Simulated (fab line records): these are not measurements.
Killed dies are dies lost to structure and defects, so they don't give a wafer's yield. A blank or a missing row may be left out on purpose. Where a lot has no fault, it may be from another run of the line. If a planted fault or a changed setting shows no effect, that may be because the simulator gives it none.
A sampling plan put to the test || flow sfq line || each of the 19 faults these records tell of, on one fab line, judged from the records of the lots it struck
The plan is the line's own looks: the steps of the route at which a gauge or an inspection reads the wafer and doesn't change it. A look can be judged if struck wafers have a number there and the file gives its usual mean and standard deviation on fault-free wafers. Caught: the struck wafers' mean, at a look after the fault's first step, is 4 or more of those standard deviations (sigma) away from the usual mean. On the tool: the same test on the tool's own readings at the fault's steps. If the struck wafers alone have a blank record, or they carry another recipe, that too counts as caught.

THE FAULTS, as the simulator had put them in
1. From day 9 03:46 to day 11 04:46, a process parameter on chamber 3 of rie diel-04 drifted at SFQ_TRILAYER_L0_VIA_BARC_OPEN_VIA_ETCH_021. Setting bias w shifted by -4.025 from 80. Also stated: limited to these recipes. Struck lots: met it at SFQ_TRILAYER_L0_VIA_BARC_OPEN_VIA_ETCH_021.
2. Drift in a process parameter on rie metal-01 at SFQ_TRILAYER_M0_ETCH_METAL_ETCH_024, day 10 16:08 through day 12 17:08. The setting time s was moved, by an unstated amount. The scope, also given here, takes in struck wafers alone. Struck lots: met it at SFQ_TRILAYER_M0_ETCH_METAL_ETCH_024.
3. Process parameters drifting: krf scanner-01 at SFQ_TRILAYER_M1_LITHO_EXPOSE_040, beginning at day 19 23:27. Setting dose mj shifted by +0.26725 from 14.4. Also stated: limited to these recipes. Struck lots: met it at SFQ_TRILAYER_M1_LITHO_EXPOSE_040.
4. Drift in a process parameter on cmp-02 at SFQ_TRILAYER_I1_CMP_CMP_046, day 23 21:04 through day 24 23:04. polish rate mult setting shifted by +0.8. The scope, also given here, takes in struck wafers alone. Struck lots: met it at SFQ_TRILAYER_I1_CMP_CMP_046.
5. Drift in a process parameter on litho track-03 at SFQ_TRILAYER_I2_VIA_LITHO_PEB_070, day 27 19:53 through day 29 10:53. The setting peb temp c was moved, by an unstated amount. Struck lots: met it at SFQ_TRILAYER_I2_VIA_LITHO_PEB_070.
6. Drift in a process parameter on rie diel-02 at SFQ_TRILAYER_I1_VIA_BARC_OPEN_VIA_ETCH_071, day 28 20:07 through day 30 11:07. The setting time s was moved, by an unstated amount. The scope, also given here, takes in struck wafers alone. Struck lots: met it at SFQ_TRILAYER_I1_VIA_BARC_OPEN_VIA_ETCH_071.
7. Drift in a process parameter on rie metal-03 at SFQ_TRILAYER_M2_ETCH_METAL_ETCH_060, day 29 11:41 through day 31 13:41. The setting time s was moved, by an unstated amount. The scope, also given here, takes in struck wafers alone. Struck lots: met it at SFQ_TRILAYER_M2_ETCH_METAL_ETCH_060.
8. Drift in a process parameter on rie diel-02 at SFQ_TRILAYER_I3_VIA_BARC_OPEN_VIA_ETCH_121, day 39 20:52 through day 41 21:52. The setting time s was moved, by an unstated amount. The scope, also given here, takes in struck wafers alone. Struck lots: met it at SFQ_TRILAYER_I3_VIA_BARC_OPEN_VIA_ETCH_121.
9. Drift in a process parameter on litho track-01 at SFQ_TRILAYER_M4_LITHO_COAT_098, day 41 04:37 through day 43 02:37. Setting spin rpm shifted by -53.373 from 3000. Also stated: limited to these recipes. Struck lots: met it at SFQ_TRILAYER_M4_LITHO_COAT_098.
10. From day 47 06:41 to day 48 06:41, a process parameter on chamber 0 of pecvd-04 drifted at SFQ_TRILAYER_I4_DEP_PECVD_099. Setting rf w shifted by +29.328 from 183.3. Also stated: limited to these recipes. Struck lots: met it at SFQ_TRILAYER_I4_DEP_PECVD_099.
11. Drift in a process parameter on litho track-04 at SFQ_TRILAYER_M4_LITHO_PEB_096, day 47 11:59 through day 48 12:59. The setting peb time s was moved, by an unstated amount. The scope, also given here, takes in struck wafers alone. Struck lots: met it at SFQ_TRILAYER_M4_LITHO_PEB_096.
12. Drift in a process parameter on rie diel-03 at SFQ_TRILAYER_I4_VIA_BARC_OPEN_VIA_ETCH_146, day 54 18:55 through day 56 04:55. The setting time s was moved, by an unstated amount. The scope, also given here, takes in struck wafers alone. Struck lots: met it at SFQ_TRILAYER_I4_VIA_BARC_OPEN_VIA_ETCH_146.
13. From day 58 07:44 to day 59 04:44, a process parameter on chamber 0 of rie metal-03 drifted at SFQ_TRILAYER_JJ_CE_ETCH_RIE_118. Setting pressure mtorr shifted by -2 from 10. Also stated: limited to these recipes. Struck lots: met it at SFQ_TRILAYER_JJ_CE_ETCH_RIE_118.
14. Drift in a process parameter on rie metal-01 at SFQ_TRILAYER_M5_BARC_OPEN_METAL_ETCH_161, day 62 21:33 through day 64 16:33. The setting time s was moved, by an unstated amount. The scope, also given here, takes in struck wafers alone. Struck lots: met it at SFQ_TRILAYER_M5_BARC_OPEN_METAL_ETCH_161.
15. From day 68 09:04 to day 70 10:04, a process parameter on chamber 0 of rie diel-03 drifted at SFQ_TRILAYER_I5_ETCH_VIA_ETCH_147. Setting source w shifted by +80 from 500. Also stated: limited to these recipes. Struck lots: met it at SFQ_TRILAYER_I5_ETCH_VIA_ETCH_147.
16. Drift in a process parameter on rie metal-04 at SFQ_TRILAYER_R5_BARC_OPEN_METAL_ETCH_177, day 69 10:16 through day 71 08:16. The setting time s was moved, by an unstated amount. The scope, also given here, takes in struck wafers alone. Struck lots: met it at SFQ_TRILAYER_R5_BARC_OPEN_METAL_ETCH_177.
17. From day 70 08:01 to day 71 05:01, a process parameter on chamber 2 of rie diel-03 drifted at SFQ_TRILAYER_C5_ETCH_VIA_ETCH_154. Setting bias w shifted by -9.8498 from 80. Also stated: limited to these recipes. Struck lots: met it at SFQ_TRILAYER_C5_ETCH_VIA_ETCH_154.
18. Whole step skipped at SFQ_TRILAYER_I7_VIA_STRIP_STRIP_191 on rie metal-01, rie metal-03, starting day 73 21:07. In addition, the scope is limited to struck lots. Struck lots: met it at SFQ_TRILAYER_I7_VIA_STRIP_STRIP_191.
19. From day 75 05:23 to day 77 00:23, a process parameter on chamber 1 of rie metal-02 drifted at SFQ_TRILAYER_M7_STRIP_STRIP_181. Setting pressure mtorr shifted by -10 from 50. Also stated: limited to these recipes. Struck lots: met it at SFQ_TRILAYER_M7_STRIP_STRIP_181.

WHAT THE PLAN SAW
{"fault": 1, "on the tool itself": "bias w -17 sigma", "first look that catches it": "no look after it can be judged", "reading, sigma": "-", "median hours from its first step to that look": "-", "hours from the fault's start to the first struck lot there": "-", "judged looks passed uncaught": 0}
{"fault": 2, "on the tool itself": "run length s -68 sigma", "first look that catches it": "not the one look that can be judged after it", "reading, sigma": "-", "median hours from its first step to that look": "-", "hours from the fault's start to the first struck lot there": "-", "judged looks passed uncaught": 1}
{"fault": 3, "on the tool itself": "exposure dose mJ cm2 +17 sigma", "first look that catches it": "no look after it can be judged", "reading, sigma": "-", "median hours from its first step to that look": "-", "hours from the fault's start to the first struck lot there": "-", "judged looks passed uncaught": 0}
{"fault": 4, "on the tool itself": "time to endpoint s -14 sigma", "first look that catches it": "no look after it can be judged", "reading, sigma": "-", "median hours from its first step to that look": "-", "hours from the fault's start to the first struck lot there": "-", "judged looks passed uncaught": 0}
{"fault": 5, "on the tool itself": "heater power total W -99 or beyond sigma", "first look that catches it": "no look after it can be judged", "reading, sigma": "-", "median hours from its first step to that look": "-", "hours from the fault's start to the first struck lot there": "-", "judged looks passed uncaught": 0}
{"fault": 6, "on the tool itself": "run length s +29 sigma", "first look that catches it": "no look after it can be judged", "reading, sigma": "-", "median hours from its first step to that look": "-", "hours from the fault's start to the first struck lot there": "-", "judged looks passed uncaught": 0}
{"fault": 7, "on the tool itself": "run length s -12 sigma", "first look that catches it": "no look after it can be judged", "reading, sigma": "-", "median hours from its first step to that look": "-", "hours from the fault's start to the first struck lot there": "-", "judged looks passed uncaught": 0}
{"fault": 8, "on the tool itself": "run length s +18 sigma", "first look that catches it": "not the one look that can be judged after it", "reading, sigma": "-", "median hours from its first step to that look": "-", "hours from the fault's start to the first struck lot there": "-", "judged looks passed uncaught": 1}
{"fault": 9, "on the tool itself": "spin speed rpm -26 sigma", "first look that catches it": "no look after it can be judged", "reading, sigma": "-", "median hours from its first step to that look": "-", "hours from the fault's start to the first struck lot there": "-", "judged looks passed uncaught": 0}
{"fault": 10, "on the tool itself": "rf fwd power W +42 sigma", "first look that catches it": "no look after it can be judged", "reading, sigma": "-", "median hours from its first step to that look": "-", "hours from the fault's start to the first struck lot there": "-", "judged looks passed uncaught": 0}
{"fault": 11, "on the tool itself": "heater power total W +93 sigma", "first look that catches it": "no look after it can be judged", "reading, sigma": "-", "median hours from its first step to that look": "-", "hours from the fault's start to the first struck lot there": "-", "judged looks passed uncaught": 0}
{"fault": 12, "on the tool itself": "oes product au +32 sigma", "first look that catches it": "no look after it can be judged", "reading, sigma": "-", "median hours from its first step to that look": "-", "hours from the fault's start to the first struck lot there": "-", "judged looks passed uncaught": 0}
{"fault": 13, "on the tool itself": "chamber pressure mTorr -99 or beyond sigma", "first look that catches it": "no look after it can be judged", "reading, sigma": "-", "median hours from its first step to that look": "-", "hours from the fault's start to the first struck lot there": "-", "judged looks passed uncaught": 0}
{"fault": 14, "on the tool itself": "run length s +20 sigma", "first look that catches it": "not the one look that can be judged after it", "reading, sigma": "-", "median hours from its first step to that look": "-", "hours from the fault's start to the first struck lot there": "-", "judged looks passed uncaught": 1}
{"fault": 15, "on the tool itself": "rf fwd power W +52 sigma", "first look that catches it": "no look after it can be judged", "reading, sigma": "-", "median hours from its first step to that look": "-", "hours from the fault's start to the first struck lot there": "-", "judged looks passed uncaught": 0}
{"fault": 16, "on the tool itself": "run length s +25 sigma", "first look that catches it": "no look after it can be judged", "reading, sigma": "-", "median hours from its first step to that look": "-", "hours from the fault's start to the first struck lot there": "-", "judged looks passed uncaught": 0}
{"fault": 17, "on the tool itself": "bias w -38 sigma", "first look that catches it": "no look after it can be judged", "reading, sigma": "-", "median hours from its first step to that look": "-", "hours from the fault's start to the first struck lot there": "-", "judged looks passed uncaught": 0}
{"fault": 18, "on the tool itself": "the tool's record is blank for the struck wafers", "first look that catches it": "no look after it can be judged", "reading, sigma": "-", "median hours from its first step to that look": "-", "hours from the fault's start to the first struck lot there": "-", "judged looks passed uncaught": 0}
{"fault": 19, "on the tool itself": "chamber pressure mTorr -99 or beyond sigma", "first look that catches it": "no look after it can be judged", "reading, sigma": "-", "median hours from its first step to that look": "-", "hours from the fault's start to the first struck lot there": "-", "judged looks passed uncaught": 0}
A dash: the fault isn't caught, or these records don't give the number.

Caught at a look: 0 of 19. Caught on the tool: 19 of 19. By one or the other: 19 of 19.
Faults 1, 2, 3, 4, 5, 6, 7, 8, 9, 10, 11, 12, 13, 14, 15, 16, 17, 18, 19 were caught on the tool alone.
